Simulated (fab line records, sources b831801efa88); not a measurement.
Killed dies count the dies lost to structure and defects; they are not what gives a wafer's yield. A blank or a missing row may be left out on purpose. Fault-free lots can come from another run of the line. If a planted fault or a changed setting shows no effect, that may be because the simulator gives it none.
A single fault, viewed from 2 desks || flow sky130 || every desk sees just its own numbers, and what lay behind them comes last

## THE METROLOGY DESK
What the gauges read for every lot (on any tool): the sampled wafers with a number, averaged. If a lot's mean is further than 4 standard deviations from the usual mean, the lot is out of limits and carries the mark OUT (the distance appears in the brackets).
Columns: A = PWDE_RS at SKY_NWELL_RS_MEAS_31, usual 5282 ohm/sq; B = VT_ADJUST_NCORE_OVL at SKY_VT_ADJUST_NCORE_OVL_MEAS_08, usual -0.3 nm; C = VT_ADJUST_PCH_TW at SKY_VT_ADJUST_PCH_TW_MEAS_10, usual 141.9; D = cd nm at SKY_SONOS_TUNNEL_CD_MEAS_07, usual 409.6 nm
{"lot": "L944", "first seen here": "day 5 20:32", "A": 5270, "B": -2.6, "C": 143.2, "D": 408.9}
{"lot": "L945", "first seen here": "day 6 04:14", "A": 5292, "B": -1.2, "C": 140.4, "D": 410.5}
{"lot": "L946", "first seen here": "day 6 10:01", "A": 5305, "B": -0.5, "C": 142.8, "D": 410.8}
{"lot": "L947", "first seen here": "day 6 14:14", "A": 5271, "B": 1.0, "C": 140.3, "D": 411.8}
{"lot": "L949", "first seen here": "day 7 02:04", "A": 5288, "B": -0.7, "C": 141.6, "D": 411.5}
{"lot": "L950", "first seen here": "day 7 07:11", "A": 5267, "B": -1.6, "C": "150.8 (+9.4) OUT", "D": 410.7}
{"lot": "L951", "first seen here": "day 7 19:38", "A": 5275, "B": -1.3, "C": "149.9 (+8.4) OUT", "D": 411.1}
{"lot": "L958", "first seen here": "day 9 11:25", "A": 5270, "B": 0.4, "C": 140.9, "D": 408.8}
{"lot": "L960", "first seen here": "day 9 23:29", "A": 5300, "B": 1.2, "C": 143.5, "D": 410.8}
{"lot": "L962", "first seen here": "day 10 11:56", "A": 5271, "B": 1.5, "C": 141.8, "D": 408.6}
{"lot": "L963", "first seen here": "day 10 16:26", "A": 5283, "B": 1.5, "C": 141.8, "D": 410.6}
{"lot": "L965", "first seen here": "day 11 01:50", "A": 5312, "B": 0.4, "C": 142.0, "D": 409.2}
Finding of this desk: L950, L951 out of limits, first seen on L950 at day 12 20:03 (VT_ADJUST_PCH_TW at SKY_VT_ADJUST_PCH_TW_MEAS_10). In limits: L944, L945, L946, L947, L949, L958, L960, L962, L963, L965.

## THE TOOL OWNER'S DESK: implanter-03
For each lot that ran on this tool, the mean over its sampled wafers that have a number, from the tool's own readings at SKY_VT_ADJUST_PCH_IMPLANT_08. If a lot's mean is further than 4 standard deviations from the usual mean, the lot is out of limits and carries the mark OUT (the distance appears in the brackets).
Columns: A = beam energy keV at SKY_VT_ADJUST_PCH_IMPLANT_08, usual 10.000; B = beam on s at SKY_VT_ADJUST_PCH_IMPLANT_08, usual 10.01 s; C = dose ions cm2 at SKY_VT_ADJUST_PCH_IMPLANT_08, usual 5.001e+11; D = end station pressure torr at SKY_VT_ADJUST_PCH_IMPLANT_08, usual 4.98e-06 Torr; E = faraday current uA at SKY_VT_ADJUST_PCH_IMPLANT_08, usual 2.82
{"lot": "L945", "first seen here": "day 11 10:04", "A": 9.996, "B": 10.10, "C": 5.004e+11, "D": 5.13e-06, "E": 2.80}
{"lot": "L946", "first seen here": "day 11 15:23", "A": 9.994, "B": 10.09, "C": 4.998e+11, "D": 5.14e-06, "E": 2.79}
{"lot": "L949", "first seen here": "day 12 14:47", "A": 10.002, "B": 9.84, "C": 4.998e+11, "D": 5.03e-06, "E": 2.87}
{"lot": "L950", "first seen here": "day 12 19:48", "A": 10.002, "B": "12.37 (+12) OUT", "C": 5.000e+11, "D": "1.06e-04 (+99 or more) OUT", "E": "2.31 (-9.3) OUT"}
{"lot": "L951", "first seen here": "day 13 10:42", "A": 10.002, "B": "12.34 (+12) OUT", "C": 5.006e+11, "D": "1.02e-04 (+99 or more) OUT", "E": "2.31 (-9.3) OUT"}
{"lot": "L960", "first seen here": "day 16 06:35", "A": 9.999, "B": 9.77, "C": 5.007e+11, "D": 4.93e-06, "E": 2.88}
{"lot": "L963", "first seen here": "day 17 05:31", "A": 10.007, "B": 10.07, "C": 5.007e+11, "D": 4.89e-06, "E": 2.80}
This desk finds L950, L951 out of limits, L950 being first, at day 12 19:48 (beam on s at SKY_VT_ADJUST_PCH_IMPLANT_08). In limits: L945, L946, L949, L960, L963.

## PUT TOGETHER
The tool owner's desk could have raised an alarm at day 12 19:48, on L950, L951.
The metrology desk could have raised an alarm at day 12 20:03, on L950, L951.
Every lot named ran SKY_VT_ADJUST_PCH_IMPLANT_08 on implanter-03.

## WHAT HAD BEEN PUT IN BY THE SIMULATOR
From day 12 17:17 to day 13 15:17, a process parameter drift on implanter-03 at SKY_VT_ADJUST_PCH_IMPLANT_08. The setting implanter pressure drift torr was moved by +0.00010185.
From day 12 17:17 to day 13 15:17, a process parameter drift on implanter-03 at SKY_VT_ADJUST_PCH_IMPLANT_08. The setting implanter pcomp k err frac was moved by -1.
Struck lots among those shown: L950, L951.
Counting hours from when the fault started, the first reading out of limits came at 3 for the tool owner's desk and at 3 for the metrology desk.
